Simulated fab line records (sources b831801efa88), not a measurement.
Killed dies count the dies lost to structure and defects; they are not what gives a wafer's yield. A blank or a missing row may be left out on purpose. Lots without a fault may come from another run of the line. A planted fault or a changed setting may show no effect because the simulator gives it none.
fab line records ; flow sky130
record lots=6; wafers=18; lastDay=50
route steps=708 shown VIA3@575 METAL4@598
lots untouched by any fault: they come from a run of this same line in which no faults occurred
startH: hours from the record's first day to the start of the lot's first wafer shown ; waitH: hours elapsed since this lot's preceding step ; " same as the row above ; L1.1+2: a single row standing in for several wafers ; - no value present, or no start provided ; * or withheld: withheld ; < > ~ a bound
route shown NAME@n: names a module that has steps shown in the file, with the first one's number in the route ; usual: mean/standard deviation taken from wafers without a fault ; same: alike in all rows ; chamber/n: place in a boat ; sites: readings site by site ; _std_site: the values' standard deviation ; _edge_site: mean of outer sites minus mean of inner sites ; radiusMm: how far each site lies from the wafer's centre ; mask NAME#n: copy n ; behind: the most recent tool/chamber to have shaped the wafer ; hold: what put the lot on hold/how long, in hours/how the hold closed ; device: the n, p or np transistor that did not switch ; end of line: the route-end tests of the same wafers ; step lacking rows: just its recipe ; killed: dies that structure and defects cost at the first sort, which is not the same as the wafer's yield ; map: the dies of a wafer, with x for killed, . for not killed, _ for no die there
set.NAME: setting as actually run; set.NAME@STEP: the setting as run at that earlier step ; model.NAME: the simulator's own value behind a step, which no gauge read
a table for each step, a row for each wafer; lots at some steps of the route
services: a tool's chamber out of use, with start hour (startH, from the record's first day; less than 0 if before it), hours out, and reason
## steps
# step SKY_VIA3_CMP_02
# recipe material=SiO2; downForcePsi=4; platenRpm=60; padVelocityMS=0.94248
# usual motorCurrentA=12.4/1.2
lot.wafer;tool;chamber;startH;waitH;motorCurrentA
L891.1;cmp-01;3;920.24;0.1;15.5
L891.4;cmp-01;0;920.24;0.1;12.5
L891.5;cmp-01;3;920.24;0.1;14.6
L894.1;cmp-02;3;936.92;0.1;12.2
L894.3;cmp-02;0;936.92;0.1;10.1
L894.5;cmp-02;3;936.92;0.1;12.9
L905.4;cmp-02;1;1019.77;0.0;12.0
L905.3;cmp-02;0;1019.77;0.0;10.2
L905.6;cmp-02;1;1019.77;0.0;12.6
L904.1;cmp-02;2;1020.30;0.1;12.4
L904.3;cmp-02;3;1020.30;0.1;13.0
L904.5;cmp-02;2;1020.30;0.1;12.3
L909.2;cmp-02;3;1047.12;0.1;12.6
L909.1;cmp-02;1;1047.12;0.1;12.3
L909.5;cmp-02;2;1047.12;0.1;12.4
L911.4;cmp-02;1;1049.15;0.0;12.0
L911.5;cmp-02;1;1049.15;0.0;12.2
L911.6;cmp-02;2;1049.15;0.0;12.3
# step SKY_VIA3_BOW_MEAS_03
# recipe mode=bow
# usual VIA3_BOW=79/7.3
lot.wafer;tool;chamber;startH;waitH;VIA3_BOW[um]
L891.1;filmMetro-01;-;920.49;0.2;80
L891.4;filmMetro-01;-;920.49;0.2;78
L891.5;filmMetro-01;-;920.49;0.2;92
L894.1;filmMetro-03;-;937.17;0.2;77
L894.3;filmMetro-03;-;937.17;0.2;82
L894.5;filmMetro-03;-;937.17;0.2;91
L905.3;filmMetro-01;-;1020.11;0.1;65
L905.4;filmMetro-01;-;1020.11;0.1;64
L905.6;filmMetro-01;-;1020.11;0.1;68
L904.1;filmMetro-01;-;1020.55;0.2;77
L904.3;filmMetro-01;-;1020.55;0.2;84
L904.5;filmMetro-01;-;1020.55;0.2;81
L909.1;filmMetro-02;-;1047.37;0.1;68
L909.2;filmMetro-02;-;1047.37;0.1;65
L909.5;filmMetro-02;-;1047.37;0.1;75
L911.4;filmMetro-01;-;1049.51;0.3;80
L911.5;filmMetro-01;-;1049.51;0.3;83
L911.6;filmMetro-01;-;1049.51;0.3;73
# step SKY_VIA3_DEHYDRATE_04
# recipe tempC=200; timeS=60
# step SKY_VIA3_HMDS_05
# recipe primeTimeS=60; primeTempC=120
# step SKY_VIA3_COAT_06
# recipe resist=BARC; tempC=withheld; timeS=withheld; spinRpm=3037; resistThkNm=60
# step SKY_VIA3_COAT_07
# recipe resist=KrF-thick; spinRpm=3000; resistThkNm=450
# step SKY_VIA3_SOFTBAKE_08
# recipe tempC=100; timeS=90; resist=KrF-thick
# step SKY_VIA3_EXPOSE_09
# recipe maskId=VIM3; na=0.8; sourceShape=annular; sigmaInner=0.55; sigmaOuter=0.85; targetCdNm=200; doseMj=38
# step SKY_VIA3_PEB_10
# recipe pebTempC=withheld; pebTimeS=withheld; resist=KrF-thick
# step SKY_VIA3_DEVELOP_11
# recipe developTimeS=60; resist=KrF-thick; devTempC=21
# step SKY_VIA3_CD_MEAS_12
# recipe targetCdNm=200
# usual cdNm=199.9/1.7
lot.wafer;tool;chamber;startH;waitH;cdNm
L891.1;cdSem-02;-;945.48;-;200.1
L891.4;cdSem-02;-;945.48;-;199.2
L891.5;cdSem-02;-;945.48;-;198.5
L894.1;cdSem-02;-;961.23;-;201.7
L894.3;cdSem-02;-;961.23;-;202.3
L894.5;cdSem-02;-;961.23;-;200.7
L905.3;cdSem-02;-;1042.72;-;200.7
L905.4;cdSem-02;-;1042.72;-;200.0
L905.6;cdSem-02;-;1042.72;-;200.5
L904.1;cdSem-01;-;1042.73;-;201.1
L904.3;cdSem-01;-;1042.73;-;201.6
L904.5;cdSem-01;-;1042.73;-;200.0
L909.1;cdSem-01;-;1069.18;-;199.5
L909.2;cdSem-01;-;1069.18;-;198.5
L909.5;cdSem-01;-;1069.18;-;198.6
L911.4;cdSem-01;-;1070.59;-;199.5
L911.5;cdSem-01;-;1070.59;-;200.0
L911.6;cdSem-01;-;1070.59;-;200.9
# step SKY_VIA3_OVL_MEAS_13
# usual VIA3_OVL=4/5.4
lot.wafer;tool;chamber;startH;waitH;VIA3_OVL[nm]
L891.1;overlay-02;-;945.60;0.1;2
L891.4;overlay-02;-;945.60;0.1;-2
L891.5;overlay-02;-;945.60;0.1;10
L894.1;overlay-02;-;961.35;0.1;10
L894.3;overlay-02;-;961.35;0.1;4
L894.5;overlay-02;-;961.35;0.1;5
L905.3;overlay-02;-;1042.81;0.1;2
L905.4;overlay-02;-;1042.81;0.1;6
L905.6;overlay-02;-;1042.81;0.1;4
L904.1;overlay-01;-;1042.85;0.1;2
L904.3;overlay-01;-;1042.85;0.1;0
L904.5;overlay-01;-;1042.85;0.1;-1
L909.1;overlay-02;-;1069.30;0.1;2
L909.2;overlay-02;-;1069.30;0.1;-2
L909.5;overlay-02;-;1069.30;0.1;5
L911.4;overlay-01;-;1070.67;0.1;13
L911.5;overlay-01;-;1070.67;0.1;6
L911.6;overlay-01;-;1070.67;0.1;15
# step SKY_VIA3_ETCH_14
# recipe chemistry=N2/H2; target=BARC; ionEnergyEv=200; sourceW=500; biasW=100; pressureMtorr=30; n2FlowSccm=100; h2FlowSccm=200; stopOn=SiO2; timeS=45.9; targetDepthA=600
# usual drypumpMotorCurrentA=5.5/0.57; oesProductAu=0.851/0.0048; runLengthS=74.1/0.49; throttleValvePct=13.224/0.0089
lot.wafer;tool;chamber;startH;waitH;drypumpMotorCurrentA;oesProductAu;rfHoursCounterH;runLengthS;throttleValvePct;model.KrF-thick_of_VIA3_COAT_07.thkNm;model.etch.depthNm;model.VIA3.cdNm
L891.1;rieDiel-02;1;945.64;0.0;5.3;0.849;22;74.2;13.223;392.7;59.68;201.1
L891.4;rieDiel-02;0;945.64;0.0;4.7;0.857;17;73.4;13.226;393;59.45;197.5
L891.5;rieDiel-02;0;945.64;0.0;4.7;0.850;-;73.8;13.221;392.1;59.48;197.3
L894.1;rieDiel-04;3;961.39;0.0;6.6;0.857;27;74.3;13.222;392.9;59.67;200.9
L894.3;rieDiel-04;1;961.39;0.0;6.2;0.843;5;73.6;13.219;394.3;59.47;202
L894.5;rieDiel-04;3;961.39;0.0;6.6;0.858;-;75.0;13.224;394;59.49;200
L905.3;rieDiel-02;0;1042.84;0.0;4.7;0.993;20;55.2;13.248;410.8;46.5;196.5
L905.4;rieDiel-02;3;1042.84;0.0;4.7;0.852;22;74.6;13.224;391.8;59.71;199.8
L905.6;rieDiel-02;1;1042.84;0.0;5.3;0.855;-;74.5;13.214;393.3;59.69;200.6
L904.1;rieDiel-03;2;1042.89;0.0;5.2;0.852;12;73.3;13.225;396.2;59.56;200.7
L904.3;rieDiel-03;0;1042.89;0.0;5.3;0.845;18;74.1;13.218;390.8;59.5;202.1
L904.5;rieDiel-03;1;1042.89;0.0;5.5;0.853;-;73.9;13.223;394.5;59.59;199.4
L909.1;rieDiel-02;3;1069.34;0.0;4.7;1.015;23;56.1;13.226;411;47.57;195.7
L909.2;rieDiel-02;1;1069.34;0.0;5.3;0.853;26;74.7;13.233;394.3;59.79;198.2
L909.5;rieDiel-02;2;1069.34;0.0;5.9;0.846;-;74.5;13.228;393.4;59.48;198
L911.4;rieDiel-03;2;1070.71;0.0;5.2;0.860;-;73.2;13.238;394;59.94;200.4
L911.5;rieDiel-03;1;1070.71;0.0;5.5;0.856;-;73.9;13.235;394.1;59.78;200.6
L911.6;rieDiel-03;0;1070.71;0.0;5.2;0.849;-;73.8;13.225;391.6;59.85;203
# step SKY_VIA3_ETCH_15
# recipe target=SiO2; chemistry=C4F8/O2/Ar; targetDepthNm=507; stopOn=TiN; maskMaterial=KrF-thick; sourceW=1500; biasW=1200; pressureMtorr=40; c4f8FlowSccm=withheld; O2_flow_sccm=6; Ar_flow_sccm=300; timeS=78
# usual oesProductAu=0.947/0.0048; runLengthS=106.2/0.47
lot.wafer;tool;chamber;startH;waitH;oesProductAu;rfHoursCounterH;runLengthS;model.KrF-thick_of_VIA3_COAT_07.thkNm
L891.1;rieDiel-02;1;945.68;0.0;0.939;22;106.7;293.1
L891.4;rieDiel-02;0;945.68;0.0;0.948;17;105.5;292.2
L891.5;rieDiel-02;0;945.68;0.0;0.938;-;105.6;291
L894.1;rieDiel-04;3;961.43;0.0;0.945;27;107.1;292.2
L894.3;rieDiel-04;1;961.43;0.0;0.950;5;106.2;293.3
L894.5;rieDiel-04;3;961.43;0.0;0.937;-;106.7;294.2
L905.3;rieDiel-02;0;1042.88;0.0;0.378;20;105.8;309.5
L905.4;rieDiel-02;3;1042.88;0.0;0.949;22;106.5;288.5
L905.6;rieDiel-02;1;1042.88;0.0;0.948;-;106.3;293.7
L904.1;rieDiel-03;2;1042.93;0.0;0.949;12;105.8;298.1
L904.3;rieDiel-03;0;1042.93;0.0;0.948;19;106.0;289
L904.5;rieDiel-03;1;1042.93;0.0;0.944;-;106.4;295.5
L909.1;rieDiel-02;3;1069.38;0.0;0.376;23;106.5;308.2
L909.2;rieDiel-02;1;1069.38;0.0;0.945;26;106.4;296.5
L909.5;rieDiel-02;2;1069.38;0.0;0.951;-;106.6;290.4
L911.4;rieDiel-03;2;1070.76;0.0;0.954;-;105.5;293.9
L911.5;rieDiel-03;1;1070.76;0.0;0.945;-;105.9;294.5
L911.6;rieDiel-03;0;1070.76;0.0;0.936;-;105.9;287.8
# step SKY_VIA3_STRIP_16
# recipe chemistry=O2/N2; powerW=1400; pressureMtorr=1500; platenTempC=withheld; o2FlowSccm=3000; n2FlowSccm=300; overashFraction=0.5
# usual drypumpMotorCurrentA=5.9/0.41; oesProductAu=0.404/0.0044; stripTimeToEndpointS=4.14/0.033
lot.wafer;tool;chamber;startH;waitH;drypumpMotorCurrentA;oesProductAu;rfHoursCounterH;stripTimeToEndpointS
L891.1;plasmaAsher-04;0;945.74;0.0;6.5;0.401;111;4.16
L891.4;plasmaAsher-04;1;945.74;0.0;5.8;0.405;-;4.12
L891.5;plasmaAsher-04;1;945.74;0.0;5.8;0.407;-;4.13
L894.1;plasmaAsher-03;0;961.49;0.0;5.8;0.407;22;4.16
L894.3;plasmaAsher-03;1;961.49;0.0;5.5;0.404;-;4.15
L894.5;plasmaAsher-03;0;961.49;0.0;5.8;0.409;-;4.16
L905.3;plasmaAsher-01;0;1042.97;0.1;5.4;0.414;-;4.33
L905.4;plasmaAsher-01;1;1042.97;0.1;6.4;0.407;-;4.09
L905.6;plasmaAsher-01;1;1042.97;0.1;6.4;0.408;-;4.14
L904.1;plasmaAsher-03;1;1042.99;0.0;5.6;0.402;27;4.21
L904.3;plasmaAsher-03;0;1042.99;0.0;5.7;0.401;-;4.11
L904.5;plasmaAsher-03;1;1042.99;0.0;5.6;0.398;-;4.16
L909.1;plasmaAsher-04;0;1069.44;0.0;6.6;0.405;1;4.30
L909.2;plasmaAsher-04;1;1069.44;0.0;5.8;0.403;1;4.17
L909.5;plasmaAsher-04;1;1069.44;0.0;5.7;0.402;-;4.11
L911.4;plasmaAsher-04;1;1070.82;0.0;5.8;0.400;-;4.15
L911.5;plasmaAsher-04;1;1070.82;0.0;5.8;0.406;-;4.17
L911.6;plasmaAsher-04;0;1070.82;0.0;6.6;0.401;-;4.09
# step SKY_VIA3_STRIP_17
# recipe chemistry=postEtchResidueRemover; timeS=1200; tempC=72.5
# step SKY_VIA3_CLEAN_18
# recipe chemistry=IPA; timeS=180; tempC=25
# step SKY_VIA3_CLEAN_19
# recipe chemistry=O3/DIW; dry=n2Spin
# step SKY_VIA3_SPUTTER_20
# recipe material=TiN; targetThkNm=20; chamberPressurePa=5; powerW=4000; timeS=80
# usual throttleValvePct=30.2/1.1
lot.wafer;tool;chamber;startH;waitH;throttleValvePct
L891.1;pvdSputter-04;-;946.33;0.0;28.9
L891.4;pvdSputter-04;-;946.33;0.0;30.7
L891.5;pvdSputter-04;-;946.33;0.0;31.3
L894.1;pvdSputter-03;-;962.14;0.0;29.8
L894.3;pvdSputter-03;-;962.14;0.0;31.1
L894.5;pvdSputter-03;-;962.14;0.0;32.6
L905.3;pvdSputter-03;-;1043.53;0.0;29.9
L905.4;pvdSputter-03;-;1043.53;0.0;30.5
L905.6;pvdSputter-03;-;1043.53;0.0;29.9
L904.1;pvdSputter-02;-;1043.63;0.0;28.7
L904.3;pvdSputter-02;-;1043.63;0.0;29.2
L904.5;pvdSputter-02;-;1043.63;0.0;28.5
L909.1;pvdSputter-03;-;1070.08;0.0;29.7
L909.2;pvdSputter-03;-;1070.08;0.0;29.7
L909.5;pvdSputter-03;-;1070.08;0.0;29.9
L911.4;pvdSputter-02;-;1071.43;0.0;29.3
L911.5;pvdSputter-02;-;1071.43;0.0;30.7
L911.6;pvdSputter-02;-;1071.43;0.0;29.3
# step SKY_VIA3_CVD_21
# recipe material=W; targetThkNm=390; timeS=117.31; tempC=400; pressureTorr=40
# usual heaterPowerW=788/100
lot.wafer;tool;chamber;startH;waitH;heaterPowerW;sinceWetCleanH
L891.1;cvdW-02;1;946.39;0.0;759;28
L891.4;cvdW-02;0;946.39;0.0;744;-
L891.5;cvdW-02;0;946.39;0.0;743;-
L894.1;cvdW-01;1;962.20;0.0;981;558
L894.3;cvdW-01;0;962.20;0.0;695;-
L894.5;cvdW-01;0;962.20;0.0;701;-
L905.3;cvdW-02;0;1043.63;0.1;742;-
L905.4;cvdW-02;1;1043.63;0.1;745;-
L905.6;cvdW-02;0;1043.63;0.1;749;-
L904.1;cvdW-01;0;1043.69;0.0;692;640
L904.3;cvdW-01;1;1043.69;0.0;982;-
L904.5;cvdW-01;1;1043.69;0.0;956;-
L909.1;cvdW-01;1;1070.14;0.0;966;666
L909.2;cvdW-01;0;1070.14;0.0;708;666
L909.5;cvdW-01;1;1070.14;0.0;972;-
L911.4;cvdW-02;0;1071.53;0.1;746;-
L911.5;cvdW-02;1;1071.53;0.1;754;-
L911.6;cvdW-02;0;1071.53;0.1;746;-
# step SKY_VIA3_CMP_24
# recipe stopOn=SiO2; tOverpolishS=20; downForcePsi=3.5; platenRpm=60; targetThkNm=0; padVelocityMS=0.94248
# usual motorCurrentA=11.3/1.2; overpolishRunS=20.000/0.0091; timeToEndpointS=97/3.9
lot.wafer;tool;chamber;startH;waitH;motorCurrentA;overpolishRunS;timeToEndpointS
L891.4;cmp-01;2;946.74;0.1;11.1;19.994;102
L891.1;cmp-01;0;946.74;0.1;11.1;20.003;99
L891.5;cmp-01;2;946.74;0.1;11.0;20.011;98
L894.1;cmp-01;3;962.50;0.1;14.0;19.998;102
L894.3;cmp-01;0;962.50;0.1;11.4;20.008;99
L894.5;cmp-01;3;962.50;0.1;13.5;20.000;100
L905.4;cmp-02;3;1043.92;0.0;12.0;19.998;89
L905.3;cmp-02;2;1043.92;0.0;11.7;19.993;91
L905.6;cmp-02;0;1043.92;0.0;9.3;20.012;94
L904.3;cmp-01;2;1044.00;0.0;11.0;19.994;104
L904.1;cmp-01;1;1044.00;0.0;10.6;20.001;92
L904.5;cmp-01;3;1044.00;0.0;13.0;19.995;102
L909.2;cmp-01;3;1070.44;0.0;13.7;20.009;98
L909.1;cmp-01;2;1070.44;0.0;10.5;20.000;100
L909.5;cmp-01;0;1070.44;0.0;11.7;20.007;100
L911.4;cmp-02;3;1071.95;0.2;11.7;19.997;91
L911.5;cmp-02;3;1071.95;0.2;12.1;19.999;92
L911.6;cmp-02;0;1071.95;0.2;9.7;19.997;97
# step SKY_METAL4_SPUTTER_00
# recipe material=Ti; targetThkNm=15; powerW=3000; timeS=10; chamberPressurePa=0.4
# usual throttleValvePct=30.3/1.2
lot.wafer;tool;chamber;startH;waitH;throttleValvePct
L891.1;pvdSputter-03;-;946.99;0.1;29.8
L891.4;pvdSputter-03;-;946.99;0.1;29.7
L891.5;pvdSputter-03;-;946.99;0.1;32.7
L894.1;pvdSputter-04;-;962.80;0.2;31.1
L894.3;pvdSputter-04;-;962.80;0.2;28.8
L894.5;pvdSputter-04;-;962.80;0.2;29.0
L905.4;pvdSputter-03;-;1044.22;0.2;32.6
L905.6;pvdSputter-03;-;1044.22;0.2;30.7
L904.1;pvdSputter-01;-;1044.30;0.1;28.0
L904.3;pvdSputter-01;-;1044.30;0.1;30.5
L904.5;pvdSputter-01;-;1044.30;0.1;31.4
L909.2;pvdSputter-01;-;1070.74;0.2;31.7
L909.5;pvdSputter-01;-;1070.74;0.2;28.0
L911.4;pvdSputter-01;-;1072.25;0.2;28.0
L911.5;pvdSputter-01;-;1072.25;0.2;31.7
L911.6;pvdSputter-01;-;1072.25;0.2;30.5
# step SKY_METAL4_SPUTTER_01
# recipe material=TiN; targetThkNm=20; powerW=6500; timeS=16.7; chamberPressurePa=0.4
# usual throttleValvePct=30.3/1.2
lot.wafer;tool;chamber;startH;waitH;throttleValvePct
L891.1;pvdSputter-03;-;947.02;0.0;29.9
L891.4;pvdSputter-03;-;947.02;0.0;29.8
L891.5;pvdSputter-03;-;947.02;0.0;32.4
L894.1;pvdSputter-04;-;962.83;0.0;31.0
L894.3;pvdSputter-04;-;962.83;0.0;29.1
L894.5;pvdSputter-04;-;962.83;0.0;29.0
L905.4;pvdSputter-03;-;1044.25;0.0;32.5
L905.6;pvdSputter-03;-;1044.25;0.0;30.6
L904.1;pvdSputter-01;-;1044.32;0.0;27.9
L904.3;pvdSputter-01;-;1044.32;0.0;30.6
L904.5;pvdSputter-01;-;1044.32;0.0;31.6
L909.2;pvdSputter-01;-;1070.76;0.0;31.5
L909.5;pvdSputter-01;-;1070.76;0.0;28.1
L911.4;pvdSputter-01;-;1072.27;0.0;28.0
L911.5;pvdSputter-01;-;1072.27;0.0;31.6
L911.6;pvdSputter-01;-;1072.27;0.0;30.5
# step SKY_METAL4_SPUTTER_02
# recipe material=AlCu; targetThkNm=735; powerW=10600; timeS=39.1; chamberPressurePa=0.4
# usual throttleValvePct=30.3/1.2
lot.wafer;tool;chamber;startH;waitH;throttleValvePct
L891.1;pvdSputter-03;-;947.04;0.0;29.8
L891.4;pvdSputter-03;-;947.04;0.0;29.9
L891.5;pvdSputter-03;-;947.04;0.0;32.5
L894.1;pvdSputter-04;-;962.85;0.0;30.9
L894.3;pvdSputter-04;-;962.85;0.0;29.4
L894.5;pvdSputter-04;-;962.85;0.0;29.1
L905.4;pvdSputter-03;-;1044.27;0.0;32.5
L905.6;pvdSputter-03;-;1044.27;0.0;30.7
L904.1;pvdSputter-01;-;1044.35;0.0;27.9
L904.3;pvdSputter-01;-;1044.35;0.0;30.6
L904.5;pvdSputter-01;-;1044.35;0.0;31.3
L909.2;pvdSputter-01;-;1070.79;0.0;31.4
L909.5;pvdSputter-01;-;1070.79;0.0;28.0
L911.4;pvdSputter-01;-;1072.30;0.0;27.9
L911.5;pvdSputter-01;-;1072.30;0.0;31.6
L911.6;pvdSputter-01;-;1072.30;0.0;30.4
## services
tool;chamber;startH;hours;kind
cmp-02;-;903.90;2.7;pm
cvdW-02;-;904.00;14.0;pm
pvdSputter-03;-;905.08;4.4;repair
cmp-02;-;912.08;4.0;pm
pvdSputter-03;-;922.13;2.1;repair
cmp-01;-;932.88;4.0;pm
pvdSputter-04;-;937.91;3.2;repair
rieDiel-04;-;940.99;1.1;repair
rieDiel-03;0;947.33;12.4;repair
rieDiel-04;1;951.36;3.5;repair
plasmaAsher-04;-;958.17;13.8;repair
pvdSputter-04;-;958.73;3.6;repair
cvdW-02;-;960.49;0.5;repair
cmp-01;-;978.46;0.8;repair
plasmaAsher-03;-;981.30;34.6;repair
cmp-02;-;1007.79;2.1;repair
cmp-01;-;1010.00;6.4;pm
cmp-01;-;1018.34;0.8;repair
rieDiel-03;2;1024.72;9.9;repair
rieDiel-02;0;1040.71;1.9;repair
plasmaAsher-04;-;1055.25;9.0;pm
rieDiel-04;3;1060.16;6.8;repair
rieDiel-03;3;1063.77;17.9;repair
rieDiel-03;-;1072.20;4.3;pm
## key
firstSign step=SKY_VIA3_ETCH_14; reading=runLengthS; direction=down; sigmas=38; usual=*; struck=*
effect step=SKY_VIA3_ETCH_14; reading=oesProductAu; direction=up; sigmas=32; usual=0.851; struck=1.004
effect step=SKY_VIA3_ETCH_15; reading=oesProductAu; direction=down; sigmas=99+; usual=0.947; struck=0.377
effect step=SKY_VIA3_STRIP_16; reading=stripTimeToEndpointS; direction=up; sigmas=5.3; usual=*; struck=*
effect step=SKY_METAL4_SPUTTER_00; reading=visit; direction=missing
effect step=SKY_METAL4_SPUTTER_01; reading=visit; direction=missing
effect step=SKY_METAL4_SPUTTER_02; reading=visit; direction=missing
modelEffect step=SKY_VIA3_ETCH_14; value=KrF-thick_of_VIA3_COAT_07.thkNm; without=393.6; struck=410.9
modelEffect step=SKY_VIA3_ETCH_15; value=KrF-thick_of_VIA3_COAT_07.thkNm; without=291.5; struck=308.9
metAt SKY_VIA3_ETCH_14
struckWafers L905.3,L909.1
laterRowsLeftOut L905.3,L909.1
sortLeftOut L905.3,L909.1
onsetBetween 945.64 1042.84
fault kind=processParameterDrift; tool=rieDiel-02; chamber=-; onsetH=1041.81; steps=SKY_VIA3_ETCH_14; channel=timeS; offset=*; shape=step; endH=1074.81; scope=struckWafersOnly; actsIn=*; stated=*
# sortLeftOut: the simulated sort isn't trusted on such a fault, so these wafers' sort isn't shown, and their yield isn't known
# laterRowsLeftOut: the simulator's readings of these wafers behind a module that went badly wrong aren't trusted and aren't shown, but for the sort
